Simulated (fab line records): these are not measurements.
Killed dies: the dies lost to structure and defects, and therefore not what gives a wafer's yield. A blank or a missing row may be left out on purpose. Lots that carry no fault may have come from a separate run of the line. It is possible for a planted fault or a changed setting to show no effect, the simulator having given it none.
Split-lot trial / flow sky130 / 23 wafers read across 5 lots, on a route 708 steps long

ON THE SPLIT
At SKY_METAL1_DEVELOP_14 (develop time 60 s), the setting dev temp c was moved away from the recipe's 21 C on 8 of the 23 wafers read, by -17.2% to +16.4%. This setting was run at the recipe's value on the other wafers.

Between the split and the reading, the file records no step.

THE READING
cd nm, in nm, at SKY_METAL1_CD_MEAS_15 (target cd 140 nm). On this fab line, fault-free wafers typically give 140.4 nm with a standard deviation of 1.7 nm.

wafer=L075.1; tool, chamber at the split=litho track-02, 0; dev temp c as run, C=24.44; against the recipe=+16.4%; cd nm, nm=134.5; against lot-mates on the recipe=-3.0
wafer=L075.2; tool, chamber at the split=litho track-02, 0; dev temp c as run, C=21; against the recipe=recipe; cd nm, nm=137.6; against lot-mates on the recipe=-
wafer=L075.3; tool, chamber at the split=litho track-02, 0; dev temp c as run, C=24.44; against the recipe=+16.4%; cd nm, nm=135.2; against lot-mates on the recipe=-2.3
wafer=L075.4; tool, chamber at the split=litho track-02, 0; dev temp c as run, C=21; against the recipe=recipe; cd nm, nm=137.4; against lot-mates on the recipe=-
wafer=L075.5; tool, chamber at the split=litho track-02, 0; dev temp c as run, C=24.44; against the recipe=+16.4%; cd nm, nm=133.7; against lot-mates on the recipe=-3.8
wafer=L078.2; tool, chamber at the split=litho track-02, 0; dev temp c as run, C=21; against the recipe=recipe; cd nm, nm=142.3; against lot-mates on the recipe=-
wafer=L078.3; tool, chamber at the split=litho track-02, 0; dev temp c as run, C=21; against the recipe=recipe; cd nm, nm=142.3; against lot-mates on the recipe=-
wafer=L078.4; tool, chamber at the split=litho track-02, 0; dev temp c as run, C=21; against the recipe=recipe; cd nm, nm=141.8; against lot-mates on the recipe=-
wafer=L078.5; tool, chamber at the split=litho track-02, 0; dev temp c as run, C=21; against the recipe=recipe; cd nm, nm=142.4; against lot-mates on the recipe=-
wafer=L078.6; tool, chamber at the split=litho track-02, 0; dev temp c as run, C=21; against the recipe=recipe; cd nm, nm=142.1; against lot-mates on the recipe=-
wafer=L079.2; tool, chamber at the split=litho track-04, 0; dev temp c as run, C=17.38; against the recipe=-17.2%; cd nm, nm=144.2; against lot-mates on the recipe=+3.6
wafer=L079.3; tool, chamber at the split=litho track-04, 0; dev temp c as run, C=21; against the recipe=recipe; cd nm, nm=140.1; against lot-mates on the recipe=-
wafer=L079.4; tool, chamber at the split=litho track-04, 0; dev temp c as run, C=21; against the recipe=recipe; cd nm, nm=141.0; against lot-mates on the recipe=-
wafer=L079.5; tool, chamber at the split=litho track-04, 0; dev temp c as run, C=17.38; against the recipe=-17.2%; cd nm, nm=142.9; against lot-mates on the recipe=+2.3
wafer=L079.6; tool, chamber at the split=litho track-04, 0; dev temp c as run, C=17.38; against the recipe=-17.2%; cd nm, nm=143.3; against lot-mates on the recipe=+2.8
wafer=L080.2; tool, chamber at the split=litho track-02, 0; dev temp c as run, C=21; against the recipe=recipe; cd nm, nm=139.2; against lot-mates on the recipe=-
wafer=L080.3; tool, chamber at the split=litho track-02, 0; dev temp c as run, C=22.6; against the recipe=+7.6%; cd nm, nm=136.6; against lot-mates on the recipe=-3.0
wafer=L080.4; tool, chamber at the split=litho track-02, 0; dev temp c as run, C=21; against the recipe=recipe; cd nm, nm=139.9; against lot-mates on the recipe=-
wafer=L080.5; tool, chamber at the split=litho track-02, 0; dev temp c as run, C=22.6; against the recipe=+7.6%; cd nm, nm=138.1; against lot-mates on the recipe=-1.5
wafer=L080.6; tool, chamber at the split=litho track-02, 0; dev temp c as run, C=21; against the recipe=recipe; cd nm, nm=139.7; against lot-mates on the recipe=-
wafer=L084.1; tool, chamber at the split=litho track-03, 0; dev temp c as run, C=21; against the recipe=recipe; cd nm, nm=140.0; against lot-mates on the recipe=-
wafer=L084.3; tool, chamber at the split=litho track-03, 0; dev temp c as run, C=21; against the recipe=recipe; cd nm, nm=140.2; against lot-mates on the recipe=-
wafer=L084.6; tool, chamber at the split=litho track-03, 0; dev temp c as run, C=21; against the recipe=recipe; cd nm, nm=140.0; against lot-mates on the recipe=-

THE FIT
A straight line over all 23 wafers: cd nm changes by -0.271 nm for each +1% of dev temp c; r = -0.85; the points scatter about the line by 1.5 nm.
The same after taking each lot's own level away (the mean of its wafers on the recipe; 23 wafers): -0.184 nm for each +1%; r = -0.96; scatter 0.51 nm.
The reading moves by 3.2 nm for the largest change in dev temp c, on that fit.
The lots' own levels span 137.50 to 142.18 nm, that is 2.8 times the standard deviation above.
Hence the slope depends on the lot-to-lot level, as the two fits are not the same.
Check: +2.89 nm against its lot-mates is what the line predicts for one of the wafers moved furthest among these (-17.2%) when that wafer is left out of the fit. It came out at +3.65 nm against them.

THESE WAFERS: OTHER SPLITS
Before the reading, these wafers also passed through other splits. Each is held against what the fit with the lots' levels taken away leaves over:
other split on the same wafers=SKY_CONTACT_DEVELOP_13 dev temp c; wafers away from the commonest value=10; r with cd nm (lot level and that fit taken away)=+0.26
other split on the same wafers=SKY_CONTACT_SPUTTER_23 chamber pressure pa; wafers away from the commonest value=18; r with cd nm (lot level and that fit taken away)=-0.04

THE WHOLE CHAIN: every reading that the file lists as answering this split, in the file's order
step=SKY_METAL1_CD_MEAS_15; what it does=target cd 140 nm; reading=cd nm; change (the file's fit)=-0.189 nm for each +1% of the setting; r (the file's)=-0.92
step=SKY_METAL1_DESCUM_17; what it does=chemistry O2, time 8 s; reading=METAL1.cd nm (the simulator's own value, which no gauge read); change (the file's fit)=-0.187 nm for each +1% of the setting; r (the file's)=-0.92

THE FILE'S OWN FIT
cd nm changes by -0.189 nm for each +1% of dev temp c, r = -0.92.
